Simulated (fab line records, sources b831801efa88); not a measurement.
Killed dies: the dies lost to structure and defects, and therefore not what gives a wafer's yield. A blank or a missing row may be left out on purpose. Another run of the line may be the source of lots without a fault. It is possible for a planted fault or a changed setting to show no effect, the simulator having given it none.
fab line records :: flow sky130
record:
  lots: 6
  wafers: 18
  lastDay: 50
route steps=708 shown SONOS_TUNNEL@157 SONOS_ONO@168 PAD_OPEN@708
lots that met no fault: taken from a fault-free run of the same line
startH: the number of hours between the record's first day and the start of the first shown wafer of the lot :: waitH: how many hours have passed since the lot's step before this one :: " identical to the entry in the row above :: L1.1+2: one row covering several wafers at once :: - no value present, or no start provided :: * or withheld: withheld :: < > ~ a bound
route shown NAME@n: a module of which the file shows steps, and the number in the route of the first :: usual: the fault-free wafers' mean and standard deviation :: same: alike in all rows :: chamber/n: place in a boat :: sites: the reading at each site :: _std_site: their standard deviation :: _edge_site: inner sites' mean taken away from outer sites' mean :: radiusMm: for every site, how far away it sits from the centre of the wafer :: mask NAME#n: copy n :: behind: tool/chamber where the wafer was last shaped :: hold: what put the lot on hold/how long, in hours/how the hold closed :: device: which transistor (n, p or np) failed to switch :: end of line: tests run on the same wafers once the route is complete :: a step with no rows: only its recipe :: killed: dies lost to structure and defects at the first sort, not the wafer's yield :: map: dies across one wafer; x = killed, . = not, _ = none there
set.NAME: the setting the step ran with; set.NAME@STEP: the setting that earlier step ran with :: model.NAME: the simulator's own value behind a step, which no gauge read
lots at selected steps of the route; one table per step, one row per wafer
== steps ==
step: SKY_SONOS_TUNNEL_SOFTBAKE_03
recipe:
  tempC: 90
  timeS: 60
  resist: NOVOLAK
step: SKY_SONOS_TUNNEL_EXPOSE_04
recipe:
  maskId: TUNM
  na: 0.6
  sourceShape: conventional
  sigmaOuter: 0.6
  polarization: unpolarized
  targetCdNm: 410
  doseMj: 136
step: SKY_SONOS_TUNNEL_PEB_05
recipe:
  tempC: withheld
  timeS: *
  resist: NOVOLAK
step: SKY_SONOS_TUNNEL_DEVELOP_06
recipe:
  resist: NOVOLAK
  developer: TMAH
  developTimeS: 60
  devTempC: 23
step: SKY_SONOS_TUNNEL_CD_MEAS_07
recipe:
  targetCdNm: 410
usual:
  cdNm: 410.4/2.4
lot.wafer: L252.2
tool: cdSem-01
chamber: -
startH: 257.89
waitH: 0.1
cdNm: 406.1

lot.wafer: L252.4
tool: cdSem-01
chamber: -
startH: 257.89
waitH: 0.1
cdNm: 404.4

lot.wafer: L252.6
tool: cdSem-01
chamber: -
startH: 257.89
waitH: 0.1
cdNm: 406.4

lot.wafer: L262.1
tool: cdSem-02
chamber: -
startH: 324.42
waitH: 0.1
cdNm: 411.4

lot.wafer: L262.2
tool: cdSem-02
chamber: -
startH: 324.42
waitH: 0.1
cdNm: 411.6

lot.wafer: L262.5
tool: cdSem-02
chamber: -
startH: 324.42
waitH: 0.1
cdNm: 410.0

lot.wafer: L263.1
tool: cdSem-01
chamber: -
startH: 332.82
waitH: 0.1
cdNm: 410.9

lot.wafer: L263.2
tool: cdSem-01
chamber: -
startH: 332.82
waitH: 0.1
cdNm: 412.5

lot.wafer: L263.4
tool: cdSem-01
chamber: -
startH: 332.82
waitH: 0.1
cdNm: 410.7

lot.wafer: L266.1
tool: cdSem-01
chamber: -
startH: 356.47
waitH: 0.1
cdNm: 416.4

lot.wafer: L266.3
tool: cdSem-01
chamber: -
startH: 356.47
waitH: 0.1
cdNm: 413.1

lot.wafer: L266.6
tool: cdSem-01
chamber: -
startH: 356.47
waitH: 0.1
cdNm: 417.0

lot.wafer: L270.3
tool: cdSem-02
chamber: -
startH: 396.41
waitH: 0.1
cdNm: 411.5

lot.wafer: L270.5
tool: cdSem-02
chamber: -
startH: 396.41
waitH: 0.1
cdNm: 412.3

lot.wafer: L270.6
tool: cdSem-02
chamber: -
startH: 396.41
waitH: 0.1
cdNm: 411.3

lot.wafer: L274.1
tool: cdSem-01
chamber: -
startH: 423.27
waitH: 0.1
cdNm: 409.4

lot.wafer: L274.3
tool: cdSem-01
chamber: -
startH: 423.27
waitH: 0.1
cdNm: 409.0

lot.wafer: L274.4
tool: cdSem-01
chamber: -
startH: 423.27
waitH: 0.1
cdNm: 410.4
step: SKY_SONOS_TUNNEL_OVL_MEAS_08
usual:
  SONOS_TUNNEL_OVL: 0.4/1.5
lot.wafer: L252.2
tool: overlay-02
chamber: -
startH: 257.99
waitH: 0.1
SONOS_TUNNEL_OVL[nm]: 1.9

lot.wafer: L252.4
tool: overlay-02
chamber: -
startH: 257.99
waitH: 0.1
SONOS_TUNNEL_OVL[nm]: 2.7

lot.wafer: L252.6
tool: overlay-02
chamber: -
startH: 257.99
waitH: 0.1
SONOS_TUNNEL_OVL[nm]: 3.9

lot.wafer: L262.1
tool: overlay-01
chamber: -
startH: 324.54
waitH: 0.1
SONOS_TUNNEL_OVL[nm]: 1.7

lot.wafer: L262.2
tool: overlay-01
chamber: -
startH: 324.54
waitH: 0.1
SONOS_TUNNEL_OVL[nm]: 2.6

lot.wafer: L262.5
tool: overlay-01
chamber: -
startH: 324.54
waitH: 0.1
SONOS_TUNNEL_OVL[nm]: 2.8

lot.wafer: L263.1
tool: overlay-01
chamber: -
startH: 332.94
waitH: 0.1
SONOS_TUNNEL_OVL[nm]: -1.1

lot.wafer: L263.2
tool: overlay-01
chamber: -
startH: 332.94
waitH: 0.1
SONOS_TUNNEL_OVL[nm]: 1.2

lot.wafer: L263.4
tool: overlay-01
chamber: -
startH: 332.94
waitH: 0.1
SONOS_TUNNEL_OVL[nm]: 1.3

lot.wafer: L266.1
tool: overlay-01
chamber: -
startH: 356.59
waitH: 0.1
SONOS_TUNNEL_OVL[nm]: -1.1

lot.wafer: L266.3
tool: overlay-01
chamber: -
startH: 356.59
waitH: 0.1
SONOS_TUNNEL_OVL[nm]: 0.8

lot.wafer: L266.6
tool: overlay-01
chamber: -
startH: 356.59
waitH: 0.1
SONOS_TUNNEL_OVL[nm]: -0.6

lot.wafer: L270.3
tool: overlay-01
chamber: -
startH: 396.51
waitH: 0.1
SONOS_TUNNEL_OVL[nm]: 2.5

lot.wafer: L270.5
tool: overlay-01
chamber: -
startH: 396.51
waitH: 0.1
SONOS_TUNNEL_OVL[nm]: 3.8

lot.wafer: L270.6
tool: overlay-01
chamber: -
startH: 396.51
waitH: 0.1
SONOS_TUNNEL_OVL[nm]: 3.0

lot.wafer: L274.1
tool: overlay-02
chamber: -
startH: 423.39
waitH: 0.1
SONOS_TUNNEL_OVL[nm]: 0.5

lot.wafer: L274.3
tool: overlay-02
chamber: -
startH: 423.39
waitH: 0.1
SONOS_TUNNEL_OVL[nm]: 1.4

lot.wafer: L274.4
tool: overlay-02
chamber: -
startH: 423.39
waitH: 0.1
SONOS_TUNNEL_OVL[nm]: 0.9
step: SKY_SONOS_TUNNEL_IMPLANT_09
recipe:
  species: B
  energyKev: 20
  doseCm2: 1e+12
  tiltDeg: withheld
step: SKY_SONOS_TUNNEL_WET_ETCH_10
recipe:
  chemistry: dHF
  targetDepthNm: 14
  target: SiO2
  dilution: 100:1
  tempC: 25
  timeS: 280
step: SKY_SONOS_TUNNEL_STRIP_11
recipe:
  chemistry: SPM
  timeS: 600
  tempC: 130
step: SKY_SONOS_TUNNEL_TW_MEAS_12
usual:
  SONOS_TUNNEL_TW: 195.5/1.4
lot.wafer: L252.2
tool: filmMetro-03
chamber: -
startH: 258.56
waitH: 0.0
SONOS_TUNNEL_TW: 194.0

lot.wafer: L252.4
tool: filmMetro-03
chamber: -
startH: 258.56
waitH: 0.0
SONOS_TUNNEL_TW: 194.3

lot.wafer: L252.6
tool: filmMetro-03
chamber: -
startH: 258.56
waitH: 0.0
SONOS_TUNNEL_TW: 194.0

lot.wafer: L262.1
tool: filmMetro-04
chamber: -
startH: 325.14
waitH: 0.0
SONOS_TUNNEL_TW: 195.4

lot.wafer: L262.2
tool: filmMetro-04
chamber: -
startH: 325.14
waitH: 0.0
SONOS_TUNNEL_TW: 195.5

lot.wafer: L262.5
tool: filmMetro-04
chamber: -
startH: 325.14
waitH: 0.0
SONOS_TUNNEL_TW: 196.6

lot.wafer: L263.1
tool: filmMetro-01
chamber: -
startH: 333.39
waitH: 0.0
SONOS_TUNNEL_TW: 197.0

lot.wafer: L263.2
tool: filmMetro-01
chamber: -
startH: 333.39
waitH: 0.0
SONOS_TUNNEL_TW: 196.1

lot.wafer: L263.4
tool: filmMetro-01
chamber: -
startH: 333.39
waitH: 0.0
SONOS_TUNNEL_TW: 197.2

lot.wafer: L266.1
tool: filmMetro-01
chamber: -
startH: 357.04
waitH: 0.0
SONOS_TUNNEL_TW: 195.6

lot.wafer: L266.3
tool: filmMetro-01
chamber: -
startH: 357.04
waitH: 0.0
SONOS_TUNNEL_TW: 194.5

lot.wafer: L266.6
tool: filmMetro-01
chamber: -
startH: 357.04
waitH: 0.0
SONOS_TUNNEL_TW: 195.2

lot.wafer: L270.3
tool: filmMetro-04
chamber: -
startH: 396.97
waitH: 0.0
SONOS_TUNNEL_TW: 195.5

lot.wafer: L270.5
tool: filmMetro-04
chamber: -
startH: 396.97
waitH: 0.0
SONOS_TUNNEL_TW: 195.3

lot.wafer: L270.6
tool: filmMetro-04
chamber: -
startH: 396.97
waitH: 0.0
SONOS_TUNNEL_TW: 196.3

lot.wafer: L274.1
tool: filmMetro-01
chamber: -
startH: 423.85
waitH: 0.0
SONOS_TUNNEL_TW: 196.8

lot.wafer: L274.3
tool: filmMetro-01
chamber: -
startH: 423.85
waitH: 0.0
SONOS_TUNNEL_TW: 197.5

lot.wafer: L274.4
tool: filmMetro-01
chamber: -
startH: 423.85
waitH: 0.0
SONOS_TUNNEL_TW: 196.6
step: SKY_SONOS_TUNNEL_CLEAN_13
recipe:
  chemistry: dHF
  timeS: 20
  dilution: 100:1
  dry: ipaMarangoni
step: SKY_SONOS_ONO_OXIDATION_00
recipe:
  tempC: 800
  ambient: O2
  idleTempC: 700
  rampUpCPerMin: 10
  rampDownCPerMin: 3
  stabiliseS: 600
  purgeS: 300
  targetThkA: 26
  oxTimeS: 1249
step: SKY_SONOS_ONO_THK_MEAS_01
recipe:
  reads: SiO2_of_SONOS_ONO_OXIDATION_00
usual:
  SONOS_ONO_OXIDATION_THK: 2.62/0.047
lot.wafer: L252.2
tool: filmMetro-02
chamber: -
startH: 259.98
waitH: 0.0
hold: -
SONOS_ONO_OXIDATION_THK[nm]: 2.62

lot.wafer: L252.4
tool: filmMetro-02
chamber: -
startH: 259.98
waitH: 0.0
hold: -
SONOS_ONO_OXIDATION_THK[nm]: 2.56

lot.wafer: L252.6
tool: filmMetro-02
chamber: -
startH: 259.98
waitH: 0.0
hold: -
SONOS_ONO_OXIDATION_THK[nm]: 2.60

lot.wafer: L262.1
tool: filmMetro-01
chamber: -
startH: 328.27
waitH: 0.0
hold: awaitDispo/0.2h/release
SONOS_ONO_OXIDATION_THK[nm]: 6.93

lot.wafer: L262.2
tool: filmMetro-01
chamber: -
startH: 328.27
waitH: 0.0
hold: awaitDispo/0.2h/release
SONOS_ONO_OXIDATION_THK[nm]: 6.88

lot.wafer: L262.5
tool: filmMetro-01
chamber: -
startH: 328.27
waitH: 0.0
hold: awaitDispo/0.2h/release
SONOS_ONO_OXIDATION_THK[nm]: 6.94

lot.wafer: L262.1
tool: filmMetro-01
chamber: -
startH: 328.53
waitH: 0.2
hold: -
SONOS_ONO_OXIDATION_THK[nm]: 6.91

lot.wafer: L262.2
tool: filmMetro-01
chamber: -
startH: 328.53
waitH: 0.2
hold: -
SONOS_ONO_OXIDATION_THK[nm]: 6.93

lot.wafer: L262.5
tool: filmMetro-01
chamber: -
startH: 328.53
waitH: 0.2
hold: -
SONOS_ONO_OXIDATION_THK[nm]: 6.97

lot.wafer: L263.1
tool: filmMetro-01
chamber: -
startH: 335.39
waitH: 0.0
hold: awaitDispo/0.2h/release
SONOS_ONO_OXIDATION_THK[nm]: 6.97

lot.wafer: L263.2
tool: filmMetro-01
chamber: -
startH: 335.39
waitH: 0.0
hold: awaitDispo/0.2h/release
SONOS_ONO_OXIDATION_THK[nm]: 6.92

lot.wafer: L263.4
tool: filmMetro-01
chamber: -
startH: 335.39
waitH: 0.0
hold: awaitDispo/0.2h/release
SONOS_ONO_OXIDATION_THK[nm]: 6.91

lot.wafer: L263.1
tool: filmMetro-01
chamber: -
startH: 335.61
waitH: 0.2
hold: -
SONOS_ONO_OXIDATION_THK[nm]: 6.85

lot.wafer: L263.2
tool: filmMetro-01
chamber: -
startH: 335.61
waitH: 0.2
hold: -
SONOS_ONO_OXIDATION_THK[nm]: 6.97

lot.wafer: L263.4
tool: filmMetro-01
chamber: -
startH: 335.61
waitH: 0.2
hold: -
SONOS_ONO_OXIDATION_THK[nm]: 6.91

lot.wafer: L266.1
tool: filmMetro-03
chamber: -
startH: 359.72
waitH: 0.0
hold: -
SONOS_ONO_OXIDATION_THK[nm]: 2.60

lot.wafer: L266.3
tool: filmMetro-03
chamber: -
startH: 359.72
waitH: 0.0
hold: -
SONOS_ONO_OXIDATION_THK[nm]: 2.56

lot.wafer: L266.6
tool: filmMetro-03
chamber: -
startH: 359.72
waitH: 0.0
hold: -
SONOS_ONO_OXIDATION_THK[nm]: 2.57

lot.wafer: L270.3
tool: filmMetro-03
chamber: -
startH: 402.24
waitH: 0.0
hold: -
SONOS_ONO_OXIDATION_THK[nm]: 2.68

lot.wafer: L270.5
tool: filmMetro-03
chamber: -
startH: 402.24
waitH: 0.0
hold: -
SONOS_ONO_OXIDATION_THK[nm]: 2.64

lot.wafer: L270.6
tool: filmMetro-03
chamber: -
startH: 402.24
waitH: 0.0
hold: -
SONOS_ONO_OXIDATION_THK[nm]: 2.67

lot.wafer: L274.1
tool: filmMetro-03
chamber: -
startH: 425.27
waitH: 0.0
hold: -
SONOS_ONO_OXIDATION_THK[nm]: 2.62

lot.wafer: L274.3
tool: filmMetro-03
chamber: -
startH: 425.27
waitH: 0.0
hold: -
SONOS_ONO_OXIDATION_THK[nm]: 2.60

lot.wafer: L274.4
tool: filmMetro-03
chamber: -
startH: 425.27
waitH: 0.0
hold: -
SONOS_ONO_OXIDATION_THK[nm]: 2.63
step: SKY_PAD_OPEN_PROBE_99
usual:
  defectLimitedYield: 82.4/2
  killed_at_M0_to_M3: 44/7.1
  killed_at_M4_up: 3/1.6
  killedAtContacts: 24/5.4
  killedAtFrontEnd: 15/4.7
  killedAtOther: 0.3/0.51
  killedDies: 87/9.9
  killedOpen: 48/7.6
  killedShort: 39/6.3
  sort_bin_3_pad_short: 0.9/0.39
  sort_bin_5_function: 10.5/1.6
  sort_bin_6_memory: 6.3/1.1
  sortNPass: 405/9.9
  sortYieldPct: 82.4/2
same:
  grossDies: 492
  killedAtBackSide: 0
  sort_bin_4_leakage[%]: 0
  sort_bin_8_speed[%]: 0
lot.wafer: L252.2
tool: prober-02
chamber: -
startH: 1075.19
waitH: 0.1
defectLimitedYield[%]: 83.3
killed_at_M0_to_M3: 38
killed_at_M4_up: 1
killedAtContacts: 20
killedAtFrontEnd: 22
killedAtOther: 1
killedDies: 82
killedOpen: 47
killedShort: 35
sort_bin_3_pad_short[%]: 1.0
sort_bin_5_function[%]: 10.4
sort_bin_6_memory[%]: 5.3
sortNPass: 410
sortYieldPct[%]: 83.3

lot.wafer: L252.4
tool: prober-02
chamber: -
startH: 1075.29
waitH: 0.2
defectLimitedYield[%]: 79.5
killed_at_M0_to_M3: 45
killed_at_M4_up: 4
killedAtContacts: 40
killedAtFrontEnd: 11
killedAtOther: 1
killedDies: 101
killedOpen: 55
killedShort: 46
sort_bin_3_pad_short[%]: 1.2
sort_bin_5_function[%]: 10.6
sort_bin_6_memory[%]: 8.7
sortNPass: 391
sortYieldPct[%]: 79.5

lot.wafer: L252.6
tool: prober-02
chamber: -
startH: 1075.39
waitH: 0.2
defectLimitedYield[%]: 82.9
killed_at_M0_to_M3: 43
killed_at_M4_up: 1
killedAtContacts: 29
killedAtFrontEnd: 11
killedAtOther: 0
killedDies: 84
killedOpen: 60
killedShort: 24
sort_bin_3_pad_short[%]: 0.2
sort_bin_5_function[%]: 10.8
sort_bin_6_memory[%]: 6.1
sortNPass: 408
sortYieldPct[%]: 82.9

lot.wafer: L266.1
tool: prober-01
chamber: -
startH: 1155.95
waitH: 0.1
defectLimitedYield[%]: 83.9
killed_at_M0_to_M3: 41
killed_at_M4_up: 3
killedAtContacts: 20
killedAtFrontEnd: 15
killedAtOther: 0
killedDies: 79
killedOpen: 46
killedShort: 33
sort_bin_3_pad_short[%]: 0.6
sort_bin_5_function[%]: 9.3
sort_bin_6_memory[%]: 6.1
sortNPass: 413
sortYieldPct[%]: 83.9

lot.wafer: L266.3
tool: prober-01
chamber: -
startH: 1156.05
waitH: 0.2
defectLimitedYield[%]: 83.9
killed_at_M0_to_M3: 33
killed_at_M4_up: 3
killedAtContacts: 28
killedAtFrontEnd: 15
killedAtOther: 0
killedDies: 79
killedOpen: 43
killedShort: 36
sort_bin_3_pad_short[%]: 0.8
sort_bin_5_function[%]: 9.8
sort_bin_6_memory[%]: 5.5
sortNPass: 413
sortYieldPct[%]: 83.9

lot.wafer: L266.6
tool: prober-01
chamber: -
startH: 1156.20
waitH: 0.2
defectLimitedYield[%]: 79.5
killed_at_M0_to_M3: 45
killed_at_M4_up: 3
killedAtContacts: 32
killedAtFrontEnd: 21
killedAtOther: 0
killedDies: 101
killedOpen: 55
killedShort: 46
sort_bin_3_pad_short[%]: 0.4
sort_bin_5_function[%]: 13.0
sort_bin_6_memory[%]: 7.1
sortNPass: 391
sortYieldPct[%]: 79.5

lot.wafer: L270.3
tool: prober-01
chamber: -
startH: 1175.64
waitH: 0.2
defectLimitedYield[%]: 82.3
killed_at_M0_to_M3: 49
killed_at_M4_up: 4
killedAtContacts: 23
killedAtFrontEnd: 10
killedAtOther: 1
killedDies: 87
killedOpen: 49
killedShort: 38
sort_bin_3_pad_short[%]: 0.8
sort_bin_5_function[%]: 8.9
sort_bin_6_memory[%]: 7.9
sortNPass: 405
sortYieldPct[%]: 82.3

lot.wafer: L270.5
tool: prober-01
chamber: -
startH: 1175.74
waitH: 0.2
defectLimitedYield[%]: 80.9
killed_at_M0_to_M3: 48
killed_at_M4_up: 4
killedAtContacts: 29
killedAtFrontEnd: 13
killedAtOther: 0
killedDies: 94
killedOpen: 54
killedShort: 40
sort_bin_3_pad_short[%]: 1.2
sort_bin_5_function[%]: 11.6
sort_bin_6_memory[%]: 6.3
sortNPass: 398
sortYieldPct[%]: 80.9

lot.wafer: L270.6
tool: prober-01
chamber: -
startH: 1175.79
waitH: 0.2
defectLimitedYield[%]: 80.5
killed_at_M0_to_M3: 53
killed_at_M4_up: 1
killedAtContacts: 22
killedAtFrontEnd: 20
killedAtOther: 0
killedDies: 96
killedOpen: 53
killedShort: 43
sort_bin_3_pad_short[%]: 1.2
sort_bin_5_function[%]: 11.6
sort_bin_6_memory[%]: 6.7
sortNPass: 396
sortYieldPct[%]: 80.5
killed by level:class
L252.2 CONTACT:geometricParticle:open=9 VIA1:geometricParticle:open=8 VIA2:geometricParticle:open=7 VIA2:geometricParticle:short=7 LI_CONTACT:geometricParticle:open=6 FIELD_ISO:geometricParticle:open=5 POLY_GATE:geometricParticle:short=5 POLY_GATE:geometricParticle:open=4
L252.4 CONTACT:geometricParticle:open=14 VIA3:geometricParticle:open=12 LI_CONTACT:geometricParticle:open=9 LOCAL_INTERCONNECT:geometricParticle:short=8 VIA2:geometricParticle:open=8 CONTACT:geometricParticle:short=7 METAL2:geometricParticle:short=6 METAL1:geometricParticle:short=5
L252.6 CONTACT:geometricParticle:open=14 VIA1:geometricParticle:open=13 LI_CONTACT:geometricParticle:open=11 VIA3:geometricParticle:open=9 POLY_GATE:geometricParticle:short=6 VIA2:geometricParticle:open=6 METAL1:geometricParticle:short=4 VIA3:geometricParticle:short=3
L266.1 VIA1:geometricParticle:open=11 VIA2:geometricParticle:open=8 FIELD_ISO:geometricParticle:short=6 LI_CONTACT:geometricParticle:open=6 VIA1:geometricParticle:short=6 CONTACT:geometricParticle:open=6 FIELD_ISO:geometricParticle:open=5 VIA3:geometricParticle:open=4
L266.3 VIA1:geometricParticle:open=10 CONTACT:geometricParticle:open=8 CONTACT:geometricParticle:short=7 LOCAL_INTERCONNECT:geometricParticle:short=5 LI_CONTACT:geometricParticle:open=5 VIA2:geometricParticle:open=5 FIELD_ISO:geometricParticle:short=4 POLY_GATE:geometricParticle:open=4
L266.6 VIA1:geometricParticle:open=13 CONTACT:geometricParticle:short=10 CONTACT:geometricParticle:open=10 VIA1:geometricParticle:short=9 LI_CONTACT:geometricParticle:open=8 POLY_GATE:geometricParticle:short=4 POLY_GATE:geometricParticle:open=4 SPACER:geometricParticle:open=4
L270.3 VIA1:geometricParticle:open=11 CONTACT:geometricParticle:open=10 LI_CONTACT:geometricParticle:open=9 VIA3:geometricParticle:open=7 METAL2:geometricParticle:short=6 VIA3:geometricParticle:short=6 VIA2:geometricParticle:open=5 VIA2:geometricParticle:short=4
L270.5 VIA1:geometricParticle:open=12 CONTACT:geometricParticle:open=11 VIA3:geometricParticle:open=8 METAL2:geometricParticle:short=7 LI_CONTACT:geometricParticle:open=6 METAL1:geometricParticle:short=5 VIA1:geometricParticle:short=5 LI_CONTACT:geometricParticle:short=4
L270.6 CONTACT:geometricParticle:open=11 VIA1:geometricParticle:open=10 VIA1:geometricParticle:short=9 METAL1:geometricParticle:short=8 POLY_GATE:geometricParticle:open=7 VIA2:geometricParticle:open=6 METAL1:geometricParticle:open=5 METAL2:geometricParticle:short=5
== key ==
firstSign:
  step: SKY_SONOS_ONO_THK_MEAS_01
  reading: visit
  direction: added
effect:
  step: SKY_SONOS_ONO_THK_MEAS_01
  reading: SONOS_ONO_OXIDATION_THK
  direction: up
  sigmas: 92
  usual: 2.62
  struck: 6.93
metAt SKY_SONOS_ONO_THK_MEAS_01
struckWafers L262.1,L262.2,L262.5,L263.1,L263.2,L263.4
scrappedBehind SKY_SONOS_ONO_THK_MEAS_01 L262.1,L262.2,L262.5,L263.1,L263.2,L263.4
fault:
  kind: metrologyMatchingOffset
  tool: filmMetro-01
  chamber: -
  onsetH: 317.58
  steps: SKY_SONOS_ONO_THK_MEAS_01
  param: thkNm
  offset: 4.3176
